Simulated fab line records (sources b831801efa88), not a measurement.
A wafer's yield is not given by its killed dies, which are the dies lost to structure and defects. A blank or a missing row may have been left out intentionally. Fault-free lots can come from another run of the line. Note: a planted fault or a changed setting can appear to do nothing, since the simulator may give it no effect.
Which tool did it? -- flow sky130 -- 33 wafers from 11 lots sampled at 2 of the route's 708 steps

## WHAT THE GAUGES READ, wafer by wafer
SKY_CONTACT_RS_MEAS_25: the measuring method here is four-point-probe.
lot,measured,on,CONTACT_W_RS (ohm/sq)
L501,day 32 02:01,film_metro-01,0.345 0.345 0.347
L502,day 32 04:11,film_metro-04,0.328 0.328 0.328
L504,day 32 21:21,film_metro-03,0.327 0.345 0.330
L506,day 33 15:14,film_metro-04,0.344 0.338 0.344
L508,day 34 19:37,film_metro-01,0.330 0.323 0.234 0.330 0.323 0.235
L510,day 35 06:52,film_metro-04,0.326 0.235 0.331 0.326 0.235 0.330
L518,day 37 03:07,film_metro-03,0.333 0.335 0.345
L517,day 37 07:05,film_metro-01,0.347 0.338 0.347
L520,day 37 22:07,film_metro-01,0.350 0.340 0.349
L522,day 38 15:19,film_metro-01,0.327 0.328 0.329
L523,day 38 23:05,film_metro-03,0.340 0.329 0.344

## TOOL THAT RAN EACH LOT (tool first, then ch and the chambers of the sampled wafers, then the start)
lot,SKY_CONTACT_CVD_24
L501,"cvd_w-02 ch 0,1, day 32 01:53"
L502,"cvd_w-01 ch 1, day 32 04:04"
L504,"cvd_w-01 ch 0,1, day 32 21:14"
L506,"cvd_w-02 ch 0,1, day 33 15:07"
L508,"cvd_w-01 ch 0,1, day 34 19:31"
L510,"cvd_w-01 ch 0,1, day 35 06:45"
L518,"cvd_w-02 ch 0,1, day 37 03:01"
L517,"cvd_w-02 ch 0,1, day 37 06:58"
L520,"cvd_w-02 ch 0,1, day 37 22:00"
L522,"cvd_w-01 ch 1, day 38 15:11"
L523,"cvd_w-01 ch 0,1, day 38 22:59"
- SKY_CONTACT_CVD_24: deposits W, target thk 340 nm, time 102.12 s.

## THE ANSWER, worked out from the rows above alone
Rule: what is usual is taken from the lots themselves. The widest of any qualifying gaps counts: lots, ordered by their means at a reading, are off when they make up no more than a third of the lots, leave a main group of 4 or more, and stand apart from it by 3 or more times the standard deviation of that group's means. A main group is skipped when, at the precision printed for the reading in the tables above, its means are all equal. A lot without any number at a reading at which 4 lots or more have one is off too. The other lots that the step has rows for count as sound.
Off: at SKY_CONTACT_RS_MEAS_25 (CONTACT_W_RS), L508, L510. The main group: mean 0.338 ohm/sq, standard deviation 0.0066.
A tool fits if, at a process step before that reading, it ran every lot that is off, and no sound lot after the first of them. Those tools and the gauges at SKY_CONTACT_RS_MEAS_25 are tried in the same way. None of those tried fits.

## WHAT THE SIMULATOR HAD INSERTED
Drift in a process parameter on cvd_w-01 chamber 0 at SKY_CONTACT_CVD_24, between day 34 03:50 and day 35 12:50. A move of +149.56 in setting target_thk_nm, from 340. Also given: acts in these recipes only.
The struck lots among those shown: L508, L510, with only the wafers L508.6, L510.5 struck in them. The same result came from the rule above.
